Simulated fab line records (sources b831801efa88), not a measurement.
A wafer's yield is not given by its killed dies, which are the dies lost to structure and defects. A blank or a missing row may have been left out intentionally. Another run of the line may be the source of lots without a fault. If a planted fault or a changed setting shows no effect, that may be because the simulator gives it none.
One fault seen from 2 desks    flow gf180mcu    only its own numbers are on each desk; what lay behind them is given at the end

== TOOL OWNER'S DESK, furnace-01 ==
The tool's own readings at GF_STI_OXIDATION_29 (stabilise 600 s, purge 300 s, target thk 10 nm): means of the sampled wafers that have a number, for each lot that ran on this tool. A lot is out of limits, marked OUT, if its mean lies more than 4 standard deviations from the usual mean; the brackets give that distance.
Columns: A = ox-temp-c-max at GF_STI_OXIDATION_29, usual 905.1; B = zone-power-centre-pct at GF_STI_OXIDATION_29, usual 15.9 %; C = zone-power-top-pct at GF_STI_OXIDATION_29, usual 33.0 %
lot   first seen here  A      B     C
L467  day 2 04:16      905.8  14.5  30.5
L469  day 2 14:53      905.7  14.6  30.5
L472  day 3 07:26      905.5  14.6  30.8
L473  day 3 11:07      906.8  14.7  30.3
L475  day 3 23:43      905.0  14.6  30.4
L480  day 4 23:28      906.3  14.5  30.6
L482  day 5 13:16      906.1  14.7  30.3
Finding of this desk: none of the 7 lots has anything out of limits.

== THE METROLOGY DESK ==
Means of the sampled wafers that have a number, per lot and without regard to the tool the lot ran on: this is what the gauges read. A lot is out of limits, marked OUT, if its mean lies more than 4 standard deviations from the usual mean; the brackets give that distance.
Columns: A = STI_OXIDATION_02_THK at GF_STI_THK_MEAS_30, usual 10.09 nm
lot   first seen here  A
L467  day 2 05:41      9.78
L468  day 2 12:11      10.40
L469  day 2 16:17      9.90
L470  day 2 20:56      9.99
L472  day 3 08:50      10.05
L473  day 3 12:30      9.85
L474  day 3 19:59      10.02
L475  day 4 01:07      10.29
L478  day 4 17:48      10.03
L480  day 5 00:53      7.41 (-13) OUT
L482  day 5 14:40      7.59 (-12) OUT
L490  day 7 05:22      9.89
Per this desk, out of limits: L480, L482; the first was L480, day 5 00:53 (STI_OXIDATION_02_THK at GF_STI_THK_MEAS_30). L467, L468, L469, L470, L472, L473, L474, L475, L478, L490: within limits.

== BROUGHT TOGETHER ==
Metrology desk: alarm possible at day 5 00:53 on L480, L482.
The tool owner's desk saw nothing out of limits.
On record at the tool owner's desk: L480, L482, within its limits.
Of the lots named, all ran GF_STI_OXIDATION_29 on furnace-01.

== WHAT HAD BEEN PUT IN BY THE SIMULATOR ==
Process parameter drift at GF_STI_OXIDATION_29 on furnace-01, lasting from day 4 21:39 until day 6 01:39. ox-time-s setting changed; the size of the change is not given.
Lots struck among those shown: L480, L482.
Hours from the fault's start to each desk's first reading out of limits: the metrology desk, 3.
